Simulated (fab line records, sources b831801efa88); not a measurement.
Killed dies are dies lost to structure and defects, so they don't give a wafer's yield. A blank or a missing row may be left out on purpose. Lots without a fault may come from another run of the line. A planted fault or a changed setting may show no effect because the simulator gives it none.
fab line records | flow sky130
record lots=5 wafers=15 last_day=50
route steps=708 shown METAL2@484 VIA2@507
lots that met no fault: from a run of the same line without faults
start_h: hours from the record's first day to the start of the lot's first wafer shown | wait_h: hours since the lot's step before | " the same as in the row above | L1.1+2: a row that stands for several wafers | - no value, or no start given | * or withheld: withheld | < > ~ a bound
route shown NAME@n: a module of which the file shows steps, and the number in the route of the first | usual: mean/standard deviation of fault-free wafers | same: alike in all rows | chamber/n: place in a boat | sites: the reading at each site | _std_site: their standard deviation | _edge_site: outer sites' mean less inner sites' | radius_mm: how far each site lies from the wafer's centre | mask NAME#n: copy n | behind: the tool/chamber that last shaped the wafer | hold: why the lot was held/for how many hours/how that ended | device: the transistor (n, p or np) that didn't switch | end of line: the same wafers' tests at the end of the route | a step without rows: its recipe alone | killed: dies lost to structure and defects at the first sort, not the wafer's yield | map: a wafer's dies, x killed, . not, _ none there
set.NAME: the setting as run; set.NAME@STEP: as run at that earlier step | model.NAME: the simulator's own value behind a step, which no gauge read
lots at some steps of the route; a table a step, a row a wafer
services: from which hour (start_h, from the record's first day; less than 0 if before it) a tool's chamber was out of use, for how many hours, and why
## steps
# step SKY_METAL2_SPUTTER_01
# recipe material=TiN target_thk_nm=20 power_w=6500 time_s=16.7 chamber_pressure_pa=0.4
# usual throttle_valve_pct=29.8/1.1
# columns lot.wafer tool chamber start_h wait_h throttle_valve_pct
L078.1 pvd_sputter-03 - 825.68 0.0 28.6
L078.2 " - " " 31.4
L078.5 " - " " 28.8
L083.1 pvd_sputter-01 - 862.59 0.0 30.4
L083.3 " - " " 30.6
L083.4 " - " " 30.3
L084.1 pvd_sputter-01 - 880.22 0.0 31.5
L084.2 " - " " 30.9
L084.6 " - " " 30.6
L093.3 pvd_sputter-03 - 936.06 0.0 28.8
L093.5 " - " " 29.3
L093.6 " - " " 31.5
L095.1 pvd_sputter-02 - 946.13 0.0 29.5
L095.2 " - " " 29.1
L095.4 " - " " 27.5
# step SKY_METAL2_SPUTTER_02
# recipe material=AlCu target_thk_nm=250 power_w=10390 time_s=13.3 chamber_pressure_pa=0.4
# usual throttle_valve_pct=29.8/1.1
# columns lot.wafer tool chamber start_h wait_h throttle_valve_pct
L078.1 pvd_sputter-03 - 825.71 0.0 28.6
L078.2 " - " " 31.3
L078.5 " - " " 28.8
L083.1 pvd_sputter-01 - 862.61 0.0 30.2
L083.3 " - " " 30.7
L083.4 " - " " 30.2
L084.1 pvd_sputter-01 - 880.24 0.0 31.5
L084.2 " - " " 30.7
L084.6 " - " " 30.8
L093.3 pvd_sputter-03 - 936.09 0.0 28.4
L093.5 " - " " 29.6
L093.6 " - " " 31.3
L095.1 pvd_sputter-02 - 946.15 0.0 29.8
L095.2 " - " " 29.1
L095.4 " - " " 27.6
# step SKY_METAL2_SPUTTER_03
# recipe material=Ti target_thk_nm=5 power_w=3000 time_s=3.3 chamber_pressure_pa=0.4
# usual throttle_valve_pct=29.7/1.1
# columns lot.wafer tool chamber start_h wait_h throttle_valve_pct
L078.1 pvd_sputter-03 - 825.73 0.0 28.7
L078.2 " - " " 31.4
L078.5 " - " " 28.8
L083.1 pvd_sputter-01 - 862.64 0.0 30.1
L083.3 " - " " 30.6
L083.4 " - " " 30.2
L084.1 pvd_sputter-01 - 880.27 0.0 31.6
L084.2 " - " " 30.7
L084.6 " - " " 30.7
L093.3 pvd_sputter-03 - 936.11 0.0 28.8
L093.5 " - " " 29.6
L093.6 " - " " 31.4
L095.1 pvd_sputter-02 - 946.18 0.0 29.4
L095.2 " - " " 29.2
L095.4 " - " " 27.4
# step SKY_METAL2_SPUTTER_04
# recipe material=TiN target_thk_nm=70 power_w=6500 time_s=58.3 chamber_pressure_pa=0.4
# usual throttle_valve_pct=29.8/1.1
# columns lot.wafer tool chamber start_h wait_h throttle_valve_pct
L078.1 pvd_sputter-03 - 825.75 0.0 28.8
L078.2 " - " " 31.7
L078.5 " - " " 28.6
L083.1 pvd_sputter-01 - 862.65 0.0 30.5
L083.3 " - " " 30.7
L083.4 " - " " 30.3
L084.1 pvd_sputter-01 - 880.29 0.0 31.4
L084.2 " - " " 30.9
L084.6 " - " " 31.0
L093.3 pvd_sputter-03 - 936.13 0.0 29.0
L093.5 " - " " 29.7
L093.6 " - " " 31.0
L095.1 pvd_sputter-02 - 946.20 0.0 29.8
L095.2 " - " " 29.2
L095.4 " - " " 27.6
# step SKY_METAL2_RS_MEAS_05
# recipe thk_meas_gauge=four-point-probe reads=TiN_of_METAL2_SPUTTER_04+Ti_of_METAL2_SPUTTER_03+AlCu_of_METAL2_SPUTTER_02+TiN_of_METAL2_SPUTTER_01+Ti_of_METAL2_SPUTTER_00
# usual METAL2_ALCU_RS=0.1298/0.0019
# columns lot.wafer tool chamber start_h wait_h METAL2_ALCU_RS[ohm/sq]
L078.1 film_metro-02 - 825.80 0.0 0.1316
L078.2 " - " " 0.1307
L078.5 " - " " 0.1323
L083.1 film_metro-02 - 862.70 0.0 0.1264
L083.3 " - " " 0.1281
L083.4 " - " " 0.1272
L084.1 film_metro-03 - 880.33 0.0 0.1318
L084.2 " - " " 0.1303
L084.6 " - " " 0.1320
L093.3 film_metro-03 - 936.22 0.1 0.1310
L093.5 " - " " 0.1299
L093.6 " - " " 0.1309
L095.1 film_metro-03 - 946.24 0.0 0.1300
L095.2 " - " " 0.1286
L095.4 " - " " 0.1281
# step SKY_METAL2_THK_MEAS_06
# recipe thk_meas_gauge=xrf reads=AlCu_of_METAL2_SPUTTER_02
# usual METAL2_ALCU_THK=240/3.6
# columns lot.wafer tool chamber start_h wait_h METAL2_ALCU_THK[nm]
L078.1 film_metro-02 - 825.92 0.1 239
L078.2 " - " " 241
L078.5 " - " " 239
L083.1 film_metro-02 - 862.82 0.1 249
L083.3 " - " " 244
L083.4 " - " " 247
L084.1 film_metro-03 - 880.45 0.1 234
L084.2 " - " " 239
L084.6 " - " " 235
L093.3 film_metro-03 - 936.32 0.1 238
L093.5 " - " " 240
L093.6 " - " " 238
L095.1 film_metro-03 - 946.36 0.1 242
L095.2 " - " " 242
L095.4 " - " " 244
# step SKY_METAL2_DEHYDRATE_07
# recipe temp_c=200 time_s=60
# columns lot.wafer tool chamber start_h wait_h
L078.1+2+5 litho_track-02 0 838.72 12.8
L083.1+3+4 litho_track-04 0 875.22 12.4
L084.1+2+6 litho_track-02 0 892.57 12.1
L093.3+5+6 litho_track-01 0 947.69 11.4
L095.1+2+4 litho_track-02 0 958.07 11.7
# step SKY_METAL2_HMDS_08
# recipe prime_time_s=60 prime_temp_c=120
# columns lot.wafer tool chamber start_h wait_h
L078.1+2+5 litho_track-02 0 838.87 0.1
L083.1+3+4 litho_track-04 0 875.37 0.1
L084.1+2+6 litho_track-02 0 892.72 0.1
L093.3+5+6 litho_track-01 0 947.84 0.1
L095.1+2+4 litho_track-02 0 958.22 0.1
# step SKY_METAL2_COAT_09
# recipe resist=BARC temp_c=withheld time_s=withheld spin_rpm=3000 resist_thk_nm=60
# usual spin_speed_rpm=3000.3/2.3
# columns lot.wafer tool chamber start_h wait_h spin_speed_rpm
L078.1 litho_track-02 0 839.02 0.1 2996.3
L078.2 " 0 " " 3000.2
L078.5 " 0 " " 3004.5
L083.1 litho_track-04 0 875.52 0.1 2998.6
L083.3 " 0 " " 3001.5
L083.4 " 0 " " 3002.8
L084.1 litho_track-02 0 892.87 0.1 2994.9
L084.2 " 0 " " 2999.6
L084.6 " 0 " " 2998.0
L093.3 litho_track-01 0 947.99 0.1 3002.8
L093.5 " 0 " " 3001.7
L093.6 " 0 " " 3001.0
L095.1 litho_track-02 0 958.37 0.1 2999.3
L095.2 " 0 " " 3003.5
L095.4 " 0 " " 3001.3
# step SKY_METAL2_COAT_10
# recipe resist=KrF-thick spin_rpm=3000 resist_thk_nm=450
# usual spin_speed_rpm=2999.9/2.3
# columns lot.wafer tool chamber start_h wait_h spin_speed_rpm
L078.1 litho_track-02 0 - - 3005.2
L078.2 " 0 " " 3000.6
L078.5 " 0 " " 3003.1
L083.1 litho_track-04 0 - - 2996.2
L083.3 " 0 " " 2997.0
L083.4 " 0 " " 2997.5
L084.1 litho_track-02 0 - - 2999.7
L084.2 " 0 " " 2997.0
L084.6 " 0 " " 2996.9
L093.3 litho_track-01 0 - - 2999.2
L093.5 " 0 " " 2992.3
L093.6 " 0 " " 2997.7
L095.1 litho_track-02 0 - - 3002.5
L095.2 " 0 " " 3000.0
L095.4 " 0 " " 3003.0
# step SKY_METAL2_SOFTBAKE_11
# recipe temp_c=100 time_s=90 resist=KrF-thick
# columns lot.wafer tool chamber start_h wait_h
L078.1+2+5 litho_track-02 0 - -
L083.1+3+4 litho_track-04 0 - -
L084.1+2+6 litho_track-02 0 - -
L093.3+5+6 litho_track-01 0 - -
L095.1+2+4 litho_track-02 0 - -
# step SKY_METAL2_EXPOSE_12
# recipe mask_id=MM2 na=0.8 source_shape=annular sigma_inner=0.55 sigma_outer=0.85 target_cd_nm=140 dose_mj=28
# columns lot.wafer tool chamber start_h wait_h mask
L078.1+2+5 krf_scanner-01 0 - - MM2#0
L083.1+3+4 krf_scanner-02 0 - - MM2#0
L084.1+2+6 krf_scanner-02 0 - - MM2#0
L093.3+5+6 krf_scanner-02 0 - - MM2#0
L095.1+2+4 krf_scanner-01 0 - - MM2#0
# step SKY_METAL2_PEB_13
# recipe peb_temp_c=withheld peb_time_s=withheld resist=KrF-thick
# columns lot.wafer tool chamber start_h wait_h
L078.1+2+5 litho_track-02 0 - -
L083.1+3+4 litho_track-04 0 - -
L084.1+2+6 litho_track-02 0 - -
L093.3+5+6 litho_track-02 0 - -
L095.1+2+4 litho_track-01 0 - -
# step SKY_METAL2_DEVELOP_14
# recipe develop_time_s=60 resist=KrF-thick dev_temp_c=21
# columns lot.wafer tool chamber start_h wait_h
L078.1+2+5 litho_track-02 0 - -
L083.1+3+4 litho_track-04 0 - -
L084.1+2+6 litho_track-02 0 - -
L093.3+5+6 litho_track-02 0 - -
L095.1+2+4 litho_track-01 0 - -
# step SKY_METAL2_CD_MEAS_15
# recipe target_cd_nm=140
# usual cd_nm=139.6/1.4
# columns lot.wafer tool chamber start_h wait_h cd_nm
L078.1 cd_sem-01 - 852.37 - 140.2
L078.2 " - " " 141.2
L078.5 " - " " 141.0
L083.1 cd_sem-01 - 888.97 - 143.8
L083.3 " - " " 142.5
L083.4 " - " " 141.6
L084.1 cd_sem-02 - 906.12 - 137.5
L084.2 " - " " 138.0
L084.6 " - " " 136.9
L093.3 cd_sem-02 - 960.16 - 139.0
L093.5 " - " " 139.7
L093.6 " - " " 139.1
L095.1 cd_sem-02 - 970.39 - 137.6
L095.2 " - " " 138.7
L095.4 " - " " 138.4
# step SKY_METAL2_OVL_MEAS_16
# usual METAL2_OVL=-2/5.8
# columns lot.wafer tool chamber start_h wait_h METAL2_OVL[nm]
L078.1 overlay-01 - 852.49 0.1 -5
L078.2 " - " " -6
L078.5 " - " " -4
L083.1 overlay-01 - 889.09 0.1 -10
L083.3 " - " " 3
L083.4 " - " " 7
L084.1 overlay-01 - 906.26 0.1 1
L084.2 " - " " -3
L084.6 " - " " -5
L093.3 overlay-01 - 960.25 0.1 -1
L093.5 " - " " -11
L093.6 " - " " 4
L095.1 overlay-02 - 970.51 0.1 -8
L095.2 " - " " -10
L095.4 " - " " -2
# step SKY_METAL2_DESCUM_17
# recipe chemistry=O2 source_power_w=150 bias_power_w=0 pressure_mtorr=10 temp_c=40 time_s=8
# usual drypump_motor_current_A=5.7/0.4 he_backside_leak_sccm=3.3/0.31 oes_product_au=0.994/0.018
# columns lot.wafer tool chamber start_h wait_h drypump_motor_current_A he_backside_leak_sccm oes_product_au rf_hours_counter_h
L078.1 rie_metal-02 1 852.53 0.0 5.7 6.0 0.994 15
L078.2 " 0 " " 5.3 3.1 0.984 2
L078.5 " 0 " " 5.2 3.1 0.979 -
L083.1 rie_metal-02 1 889.13 0.0 5.7 3.2 0.988 17
L083.3 " 0 " " 5.2 3.2 0.978 -
L083.4 " 1 " " 5.7 3.2 0.991 -
L084.1 rie_metal-04 1 906.30 0.0 6.4 3.4 1.024 12
L084.2 " 0 " " 5.5 3.6 1.023 0
L084.6 " 1 " " 6.4 3.4 1.028 -
L093.3 rie_metal-02 0 960.29 0.0 5.2 3.1 0.982 -
L093.5 " 0 " " 5.2 3.2 0.975 -
L093.6 " 1 " " 5.7 2.9 1.016 -
L095.1 rie_metal-03 1 970.54 0.0 6.2 3.1 0.984 6
L095.2 " 0 " " 5.6 3.6 0.971 11
L095.4 " 0 " " 5.6 3.7 0.982 -
# step SKY_METAL2_ETCH_18
# recipe chemistry=N2/H2 target=BARC ion_energy_ev=200 bias_w=100 pressure_mtorr=30 n2_flow_sccm=100 h2_flow_sccm=200 icp_w=500 stop_on=SiO2 time_s=45.9 target_depth_a=600
# usual drypump_motor_current_A=5.7/0.4 he_backside_leak_sccm=3.29/0.26 oes_product_au=0.854/0.005 throttle_valve_pct=13.225/0.009
# columns lot.wafer tool chamber start_h wait_h drypump_motor_current_A he_backside_leak_sccm oes_product_au rf_hours_counter_h throttle_valve_pct
L078.1 rie_metal-02 1 852.56 0.0 5.7 2.81 0.850 15 13.245
L078.2 " 0 " " 5.3 3.07 0.853 2 13.227
L078.5 " 0 " " 5.2 3.19 0.851 - 13.243
L083.1 rie_metal-02 1 889.16 0.0 5.7 3.40 0.855 17 13.209
L083.3 " 0 " " 5.2 3.16 0.845 - 13.234
L083.4 " 1 " " 5.7 3.16 0.850 - 13.231
L084.1 rie_metal-04 1 906.33 0.0 6.4 3.37 0.854 12 13.228
L084.2 " 0 " " 5.5 3.42 0.857 0 13.239
L084.6 " 1 " " 6.4 3.37 0.856 - 13.235
L093.3 rie_metal-02 0 960.33 0.0 5.2 3.13 0.856 - 13.205
L093.5 " 0 " " 5.3 3.10 0.855 - 13.240
L093.6 " 1 " " 5.7 3.11 0.850 - 13.220
L095.1 rie_metal-03 1 970.57 0.0 6.2 3.10 0.852 6 13.232
L095.2 " 0 " " 5.6 3.71 0.848 12 13.239
L095.4 " 0 " " 5.6 3.69 0.856 - 13.232
# step SKY_METAL2_METAL_ETCH_19
# recipe target_depth_a=3600 stop_on=SiO2 over_etch_frac=0.3 time_s=78 chemistry=Cl2/BCl3 resist_sidewall_deg=88 pressure_mtorr=10 icp_w=900 bias_w=48.5 Cl2_flow_sccm=60 bcl3_flow_sccm=30
# usual bcl3_flow_sccm=30.00/0.092 drypump_motor_current_A=5.7/0.4 he_backside_leak_sccm=3.25/0.2 oes_product_au=0.850/0.0083 throttle_valve_pct=22.266/0.01
# columns lot.wafer tool chamber start_h wait_h bcl3_flow_sccm drypump_motor_current_A he_backside_leak_sccm oes_product_au rf_hours_counter_h throttle_valve_pct
L078.1 rie_metal-02 1 852.62 0.0 30.19 5.7 3.06 0.837 15 22.260
L078.2 " 0 " " 30.27 5.2 3.11 0.837 2 22.257
L078.5 " 0 " " 29.98 5.3 3.09 0.867 - 22.264
L083.1 rie_metal-02 1 889.22 0.0 29.95 5.7 3.16 0.844 17 22.249
L083.3 " 0 " " 29.94 5.2 3.36 0.850 - 22.267
L083.4 " 1 " " 29.97 5.7 2.97 0.852 - 22.259
L084.1 rie_metal-04 1 906.39 0.0 29.83 6.4 3.44 0.836 12 22.278
L084.2 " 0 " " 30.02 5.5 3.41 0.848 0 22.256
L084.6 " 1 " " 29.95 6.4 3.36 0.872 - 22.273
L093.3 rie_metal-02 0 960.40 0.1 29.91 5.2 2.97 0.850 - 22.256
L093.5 " 0 " " 29.96 5.3 3.10 0.853 - 22.251
L093.6 " 1 " " 30.08 5.7 3.02 0.851 - 22.268
L095.1 rie_metal-03 1 970.64 0.0 29.92 6.2 3.12 0.850 6 22.274
L095.2 " 0 " " 30.06 5.5 3.36 0.854 12 22.268
L095.4 " 0 " " 30.03 5.6 3.35 0.844 - 22.258
# step SKY_METAL2_STRIP_20
# recipe chemistry=O2/N2 power_w=1400 pressure_mtorr=1500 platen_temp_c=withheld o2_flow_sccm=3000 n2_flow_sccm=300 overash_fraction=0.4868
# usual drypump_motor_current_A=5.5/0.38 oes_product_au=0.343/0.0059 strip_time_to_endpoint_s=2.72/0.079
# same overash_fraction=0.4868
# columns lot.wafer tool chamber start_h wait_h drypump_motor_current_A oes_product_au rf_hours_counter_h strip_time_to_endpoint_s
L078.1 plasma_asher-02 1 852.71 0.1 5.3 0.338 73 2.71
L078.2 " 0 " " 5.7 0.340 73 2.79
L078.5 " 0 " " 5.7 0.347 - 2.76
L083.1 plasma_asher-02 1 889.31 0.1 5.3 0.344 77 2.73
L083.3 " 0 " " 5.6 0.354 - 2.79
L083.4 " 1 " " 5.2 0.343 - 2.73
L084.1 plasma_asher-03 1 906.48 0.1 5.9 0.332 113 2.60
L084.2 " 0 " " 5.0 0.332 113 2.56
L084.6 " 1 " " 5.9 0.334 - 2.57
L093.3 plasma_asher-02 1 960.50 0.1 5.3 0.346 - 2.77
L093.5 " 1 " " 5.2 0.352 - 2.76
L093.6 " 0 " " 5.6 0.339 - 2.60
L095.1 plasma_asher-03 0 970.73 0.1 5.1 0.343 119 2.77
L095.2 " 1 " " 5.9 0.345 119 2.77
L095.4 " 0 " " 5.1 0.340 - 2.75
# step SKY_METAL2_STRIP_21
# recipe chemistry=post_etch_residue_remover time_s=1200 temp_c=72.5
# columns lot.wafer tool chamber start_h wait_h
L078.1+2+5 wet_bench-03 1 852.81 0.1
L083.1+3+4 wet_bench-02 1 889.41 0.1
L084.1+2+6 wet_bench-04 0 906.58 0.1
L093.3+5+6 wet_bench-03 2 960.56 0.0
L095.1+2+4 wet_bench-03 2 970.83 0.1
# step SKY_METAL2_CLEAN_22
# recipe chemistry=IPA time_s=180 temp_c=25
# columns lot.wafer tool chamber start_h wait_h
L078.1+2+5 wet_bench-04 2 853.19 0.0
L083.1+3+4 wet_bench-04 1 889.78 0.0
L084.1+2+6 wet_bench-02 0 906.95 0.0
L093.3+5+6 wet_bench-03 2 960.91 0.0
L095.1+2+4 wet_bench-04 1 971.17 0.0
# step SKY_METAL2_CLEAN_23
# recipe chemistry=O3/DIW dry=n2_spin
# columns lot.wafer tool chamber start_h wait_h
L078.1+2+5 wet_bench-02 0 853.24 0.0
L083.1+3+4 wet_bench-03 1 889.85 0.0
L084.1+2+6 wet_bench-03 0 907.01 0.0
L093.3+5+6 wet_bench-03 3 960.96 0.0
L095.1+2+4 wet_bench-03 2 971.24 0.0
# step SKY_VIA2_HDPCVD_00
# recipe material=SiO2 target_thk_nm=1180 sigma_open_frac=0.3 time_s=196.7 temp_c=400 sih4_flow_sccm=60 pressure_mtorr=6
# columns lot.wafer tool chamber start_h wait_h
L078.1+2+5 hdpcvd-01 2,0,1 853.34 0.0
L083.1+3+4 hdpcvd-02 2,0,2 889.94 0.0
L084.1+2+6 hdpcvd-01 0,1,1 907.11 0.0
L093.3+5+6 hdpcvd-02 0,2,1 961.22 0.2
L095.1+2+4 hdpcvd-02 0,2,0 971.33 0.0
# step SKY_VIA2_THK_MEAS_01
# recipe reads=SiO2_of_VIA2_HDPCVD_00
# usual VIA2_HDPCVD_THK=1181/13
# columns lot.wafer tool chamber start_h wait_h VIA2_HDPCVD_THK[nm]
L078.1 film_metro-03 - 853.46 0.1 1191
L078.2 " - " " 1175
L078.5 " - " " 1166
L083.1 film_metro-01 - 890.06 0.1 1184
L083.3 " - " " 1225
L083.4 " - " " 1184
L084.1 film_metro-03 - 907.24 0.1 1191
L084.2 " - " " 1160
L084.6 " - " " 1172
L093.3 film_metro-04 - 961.37 0.1 1181
L093.5 " - " " 1167
L093.6 " - " " 1171
L095.1 film_metro-01 - 971.49 0.1 1188
L095.2 " - " " 1182
L095.4 " - " " 1176
# step SKY_VIA2_CMP_02
# recipe material=SiO2 down_force_psi=4 platen_rpm=60 pad_velocity_m_s=0.94248
# usual motor_current_A=11.9/0.82 slurry_filter_dp_kPa=13.50/0.13
# columns lot.wafer tool chamber start_h wait_h motor_current_A slurry_filter_dp_kPa
L078.2 cmp-01 1 853.57 0.1 12.6 13.77
L078.1 " 3 " " 12.0 13.43
L078.5 " 0 " " 11.4 13.63
L083.1 cmp-02 0 890.17 0.1 13.3 13.68
L083.4 " 1 " " 13.1 13.75
L083.3 " 2 " " 11.6 13.42
L084.1 cmp-02 2 907.35 0.1 11.5 13.28
L084.2 " 0 " " 12.9 13.47
L084.6 " 1 " " 12.4 13.47
L093.3 cmp-01 3 961.56 0.2 12.6 13.46
L093.6 " 0 " " 11.2 13.19
L093.5 " 1 " " 13.1 13.61
L095.2 cmp-01 2 971.79 0.3 10.5 13.71
L095.1 " 3 " " 11.7 13.53
L095.4 " 1 " " 13.2 13.47
# step SKY_VIA2_BOW_MEAS_03
# recipe mode=bow
# usual VIA2_BOW=85/7.2
# columns lot.wafer tool chamber start_h wait_h VIA2_BOW[um]
L078.1 film_metro-04 - 853.82 0.1 76
L078.2 " - " " 83
L078.5 " - " " 78
L083.1 film_metro-01 - 890.42 0.2 91
L083.3 " - " " 75
L083.4 " - " " 82
L084.1 film_metro-03 - 907.60 0.2 91
L084.2 " - " " 90
L084.6 " - " " 88
L093.3 film_metro-04 - 961.75 0.1 91
L093.5 " - " " 96
L093.6 " - " " 100
L095.1 film_metro-01 - 972.09 0.2 77
L095.2 " - " " 81
L095.4 " - " " 96
# step SKY_VIA2_DEHYDRATE_04
# recipe temp_c=200 time_s=60
# columns lot.wafer tool chamber start_h wait_h
L078.1+2+5 litho_track-02 0 866.27 12.4
L083.1+3+4 litho_track-01 0 902.34 11.9
L084.1+2+6 litho_track-03 0 919.25 11.6
L093.3+5+6 litho_track-02 0 973.12 11.4
L095.1+2+4 litho_track-02 0 983.57 11.5
# step SKY_VIA2_HMDS_05
# recipe prime_time_s=60 prime_temp_c=120
# columns lot.wafer tool chamber start_h wait_h
L078.1+2+5 litho_track-02 0 866.42 0.1
L083.1+3+4 litho_track-01 0 902.49 0.1
L084.1+2+6 litho_track-03 0 919.40 0.1
L093.3+5+6 litho_track-02 0 973.27 0.1
L095.1+2+4 litho_track-02 0 983.72 0.1
# step SKY_VIA2_COAT_06
# recipe resist=BARC temp_c=withheld time_s=withheld spin_rpm=3000 resist_thk_nm=60
# usual spin_speed_rpm=3000.1/2
# columns lot.wafer tool chamber start_h wait_h spin_speed_rpm
L078.1 litho_track-02 0 866.57 0.1 2998.3
L078.2 " 0 " " 3000.6
L078.5 " 0 " " 2999.3
L083.1 litho_track-01 0 902.64 0.1 3000.7
L083.3 " 0 " " 3000.8
L083.4 " 0 " " 3000.8
L084.1 litho_track-03 0 919.55 0.1 2998.4
L084.2 " 0 " " 2999.0
L084.6 " 0 " " 3000.7
L093.3 litho_track-02 0 973.42 0.1 3001.6
L093.5 " 0 " " 3000.3
L093.6 " 0 " " 3001.3
L095.1 litho_track-02 0 983.87 0.1 2998.7
L095.2 " 0 " " 3001.7
L095.4 " 0 " " 2995.2
# step SKY_VIA2_COAT_07
# recipe resist=KrF-thick spin_rpm=3000 resist_thk_nm=450
# usual spin_speed_rpm=3000.1/2.8
# columns lot.wafer tool chamber start_h wait_h spin_speed_rpm
L078.1 litho_track-02 0 - - 3003.3
L078.2 " 0 " " 3001.2
L078.5 " 0 " " 3001.1
L083.1 litho_track-01 0 - - 2997.7
L083.3 " 0 " " 3001.3
L083.4 " 0 " " 3005.1
L084.1 litho_track-03 0 - - 3004.9
L084.2 " 0 " " 3004.6
L084.6 " 0 " " 2999.4
L093.3 litho_track-02 0 - - 2999.9
L093.5 " 0 " " 2996.8
L093.6 " 0 " " 2999.6
L095.1 litho_track-02 0 - - 3000.6
L095.2 " 0 " " 2999.2
L095.4 " 0 " " 2996.5
# step SKY_VIA2_SOFTBAKE_08
# recipe temp_c=100 time_s=90 resist=KrF-thick
# columns lot.wafer tool chamber start_h wait_h
L078.1+2+5 litho_track-02 0 - -
L083.1+3+4 litho_track-01 0 - -
L084.1+2+6 litho_track-03 0 - -
L093.3+5+6 litho_track-02 0 - -
L095.1+2+4 litho_track-02 0 - -
# step SKY_VIA2_EXPOSE_09
# recipe mask_id=VIM2 na=0.8 source_shape=annular sigma_inner=0.55 sigma_outer=0.85 target_cd_nm=200 dose_mj=38
# columns lot.wafer tool chamber start_h wait_h mask
L078.1+2+5 krf_scanner-01 0 - - VIM2#0
L083.1+3+4 krf_scanner-02 0 - - VIM2#0
L084.1+2+6 krf_scanner-02 0 - - VIM2#0
L093.3+5+6 krf_scanner-01 0 - - VIM2#0
L095.1+2+4 krf_scanner-01 0 - - VIM2#0
# step SKY_VIA2_PEB_10
# recipe peb_temp_c=withheld peb_time_s=withheld resist=KrF-thick
# columns lot.wafer tool chamber start_h wait_h
L078.1+2+5 litho_track-03 0 - -
L083.1+3+4 litho_track-01 0 - -
L084.1+2+6 litho_track-02 0 - -
L093.3+5+6 litho_track-02 0 - -
L095.1+2+4 litho_track-01 0 - -
# step SKY_VIA2_DEVELOP_11
# recipe develop_time_s=60 resist=KrF-thick dev_temp_c=21
# columns lot.wafer tool chamber start_h wait_h
L078.1+2+5 litho_track-03 0 - -
L083.1+3+4 litho_track-01 0 - -
L084.1+2+6 litho_track-02 0 - -
L093.3+5+6 litho_track-02 0 - -
L095.1+2+4 litho_track-01 0 - -
# step SKY_VIA2_CD_MEAS_12
# recipe target_cd_nm=200
# usual cd_nm=199.7/1.4
# columns lot.wafer tool chamber start_h wait_h cd_nm
L078.1 cd_sem-02 - 880.10 - 201.3
L078.2 " - " " 201.7
L078.5 " - " " 199.9
L083.1 cd_sem-01 - 915.64 - 195.9
L083.3 " - " " 196.1
L083.4 " - " " 196.9
L084.1 cd_sem-01 - 932.52 - 199.0
L084.2 " - " " 199.3
L084.6 " - " " 199.4
L093.3 cd_sem-02 - 985.91 - 200.1
L093.5 " - " " 202.6
L093.6 " - " " 202.1
L095.1 cd_sem-02 - 995.49 - 198.5
L095.2 " - " " 199.2
L095.4 " - " " 198.8
# step SKY_VIA2_OVL_MEAS_13
# usual VIA2_OVL=-1/4.8
# columns lot.wafer tool chamber start_h wait_h VIA2_OVL[nm]
L078.1 overlay-01 - 880.22 0.1 -2
L078.2 " - " " 1
L078.5 " - " " -3
L083.1 overlay-01 - 915.76 0.1 -5
L083.3 " - " " -6
L083.4 " - " " -3
L084.1 overlay-01 - 932.64 0.1 9
L084.2 " - " " 5
L084.6 " - " " 4
L093.3 overlay-01 - 986.01 0.1 1
L093.5 " - " " 0
L093.6 " - " " -5
L095.1 overlay-02 - 995.61 0.1 -4
L095.2 " - " " 3
L095.4 " - " " -3
# step SKY_VIA2_ETCH_14
# recipe chemistry=N2/H2 target=BARC ion_energy_ev=200 source_w=500 bias_w=100 pressure_mtorr=30 n2_flow_sccm=100 h2_flow_sccm=200 stop_on=SiO2 time_s=45.9 target_depth_a=600
# usual drypump_motor_current_A=5.8/0.37 oes_product_au=0.856/0.0044 throttle_valve_pct=13.225/0.0096
# columns lot.wafer tool chamber start_h wait_h drypump_motor_current_A oes_product_au rf_hours_counter_h throttle_valve_pct
L078.1 rie_diel-02 2 880.26 0.0 5.6 0.859 18 13.227
L078.2 " 3 " " 5.8 0.861 13 13.219
L078.5 " 3 " " 5.8 0.853 - 13.229
L083.1 rie_diel-02 1 915.79 0.0 5.9 0.856 27 13.236
L083.3 " 2 " " 5.6 0.858 20 13.241
L083.4 " 0 " " 5.7 0.857 19 13.231
L084.1 rie_diel-01 0 932.68 0.0 5.4 0.851 6 13.228
L084.2 " 3 " " 5.6 0.856 6 13.224
L084.6 " 3 " " 5.6 0.855 - 13.228
L093.3 rie_diel-02 0 986.03 0.0 5.7 0.859 20 13.230
L093.5 " 1 " " 5.9 0.853 - 13.221
L093.6 " 0 " " 5.7 0.863 - 13.212
L095.1 rie_diel-01 3 995.64 0.0 5.6 0.848 8 13.212
L095.2 " 1 " " 6.6 0.853 8 13.228
L095.4 " 2 " " 6.0 0.856 7 13.221
# step SKY_VIA2_ETCH_15
# recipe target=SiO2 chemistry=C4F8/O2/Ar target_depth_nm=546 stop_on=TiN mask_material=KrF-thick source_w=1500 bias_w=1200 pressure_mtorr=40 c4f8_flow_sccm=withheld O2_flow_sccm=6 Ar_flow_sccm=300 time_s=84
# usual oes_product_au=0.939/0.0047
# columns lot.wafer tool chamber start_h wait_h oes_product_au rf_hours_counter_h
L078.1 rie_diel-02 2 880.30 0.0 0.943 18
L078.2 " 3 " " 0.936 13
L078.5 " 3 " " 0.944 -
L083.1 rie_diel-02 1 915.84 0.0 0.938 27
L083.3 " 2 " " 0.937 20
L083.4 " 0 " " 0.947 19
L084.1 rie_diel-01 0 932.72 0.0 0.936 6
L084.2 " 3 " " 0.939 6
L084.6 " 3 " " 0.935 -
L093.3 rie_diel-02 0 986.07 0.0 0.935 20
L093.5 " 1 " " 0.935 -
L093.6 " 0 " " 0.936 -
L095.1 rie_diel-01 3 995.69 0.0 0.946 8
L095.2 " 1 " " 0.942 8
L095.4 " 2 " " 0.931 7
## services
# columns tool chamber start_h hours kind
krf_scanner-02 - 809.53 1.3 pm
plasma_asher-02 - 810.30 1.5 repair
krf_scanner-01 - 810.83 0.8 pm
rie_metal-02 - 814.43 14.6 pm
rie_diel-02 3 824.26 2.4 repair
krf_scanner-01 - 824.80 0.3 repair
krf_scanner-01 - 835.28 0.6 repair
pvd_sputter-02 - 849.06 1.5 repair
rie_metal-02 - 854.92 0.4 repair
krf_scanner-01 - 869.26 7.4 repair
krf_scanner-02 - 882.67 0.6 repair
pvd_sputter-03 - 891.68 1.9 repair
rie_diel-02 2 891.72 3.7 repair
rie_diel-01 1 901.97 11.0 repair
krf_scanner-01 - 908.89 3.6 pm
krf_scanner-02 - 921.86 4.0 pm
krf_scanner-01 - 925.89 1.0 pm
pvd_sputter-02 - 930.75 5.9 repair
krf_scanner-01 - 933.46 1.3 pm
krf_scanner-02 - 939.94 0.8 pm
krf_scanner-02 - 957.27 1.0 pm
pvd_sputter-02 - 970.92 0.8 repair
krf_scanner-01 - 979.55 0.8 pm
krf_scanner-02 - 985.43 1.3 pm
## key
fault none
